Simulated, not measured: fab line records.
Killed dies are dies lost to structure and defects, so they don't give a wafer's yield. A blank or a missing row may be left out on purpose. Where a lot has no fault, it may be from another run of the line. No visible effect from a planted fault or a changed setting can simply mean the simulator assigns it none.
Comparing a struck lot with a sound one | flow gf180mcu | 14 steps out of a route of 602
Sound: the wafers L462.2, L462.3, L462.4. Struck: wafers L474.1, L474.2, L474.5. The cause comes at the end.
Each step with rows lists, per side, the tool, then ch with its chambers, then its first start. Under that, the readings that differ: sound wafers | struck wafers | difference of the means | sigmas: that difference in standard deviations of wafers without a fault.
alike: a reading whose means differ by less than 2 such deviations, as well as words and numbers matching on both sides. not compared: withheld readings; readings where some wafer has no value; bounds like >300 that might hide an equal value; numbers whose values overlap and for which the record gives no deviation.
Wherever a step has rows on one side only, a row that says differs or no value, or a row with sigmas, the two part there. Numbers that have no deviation but don't overlap get no sigmas and don't part them. A reading missing from all wafers of one side parts the sides only when that side holds two or more wafers.

GF_V5_STRIP_18: strips in O2/N2.
  sound on plasma asher-04 ch 0,1, day 30 04:52; struck on plasma asher-04 ch 0,1, day 33 08:43
  alike: drypump motor current A, heater power w, n2 flow sccm, oes product au, platen temp c
  not compared: rf hours counter h
then, 4 steps without rows for these wafers: GF_V5_STRIP_19 (strips in post etch residue remover, time 1200 s); GF_V5_CLEAN_20 (cleans in DIW); GF_V5_SPUTTER_21 (material Ti, target thk 15 nm, time 80.02 s); GF_V5_SPUTTER_22 (material TiN, target thk 10 nm, time 40 s).
GF_V5_CVD_23: deposits W, target thk 350 nm, time 104.9 s.
  sound on cvd w-02 ch 0,1, day 30 05:31; struck on cvd w-01 ch 0,1, day 33 09:22
  alike: heater power w
  not compared: since wet clean h
GF_V5_RS_MEAS_24: the measuring method here is four-point-probe.
  struck on film metro-02, day 33 09:29; sound on film metro-03, day 30 05:39
  alike: V5_W_RS
GF_V5_THK_MEAS_25: measures by xrf.
  struck on film metro-02, day 33 09:37; sound on film metro-03, day 30 05:46
  alike: V5_W_THK
GF_V5_CMP_26: polishes, stops on SiO2, t overpolish 15 s, target thk 0 nm.
  sound on cmp-02 ch 1,2,3, day 30 05:49; struck on cmp-02 ch 1,2,3, day 33 09:40
  alike: motor current A, overpolish run s, time to endpoint s
then, 1 step without rows for these wafers: GF_TOP_METAL_SPUTTER_00 (material Ti, target thk 37.5 nm, time 150 s).
GF_TOP_METAL_SPUTTER_01: material TiN, target thk 30 nm, time 25 s.
  struck on pvd sputter-01, day 33 10:04; sound on pvd sputter-02, day 30 06:13
  alike: cathode dc power W, chamber pressure pa, throttle valve pct
then, 1 step without rows for these wafers: GF_TOP_METAL_SPUTTER_02 (material AlCu, target thk 900 nm, time 47.82 s).
GF_TOP_METAL_SPUTTER_03: material Ti, target thk 5 nm, time 3.3 s.
  struck on pvd sputter-01, day 33 10:08; sound on pvd sputter-02, day 30 06:17
  no value came back on the struck wafers for cathode dc power W (W), chamber pressure pa (Pa), substrate temp c (C), throttle valve pct (%); on the sound wafers cathode dc power W (W) reads 3000.2 3000.3 3001.3
GF_TOP_METAL_SPUTTER_04: material TiN, target thk 25 nm, time 20.8 s.
  struck on pvd sputter-01, day 33 10:10; sound on pvd sputter-02, day 30 06:19
  alike: cathode dc power W, chamber pressure pa, throttle valve pct

## WHERE THEY PART
Within this record, at GF_TOP_METAL_SPUTTER_03 only. Later steps at which nothing parts them and some readings are alike: GF_TOP_METAL_SPUTTER_04.

WHY: what had been put in by the simulator
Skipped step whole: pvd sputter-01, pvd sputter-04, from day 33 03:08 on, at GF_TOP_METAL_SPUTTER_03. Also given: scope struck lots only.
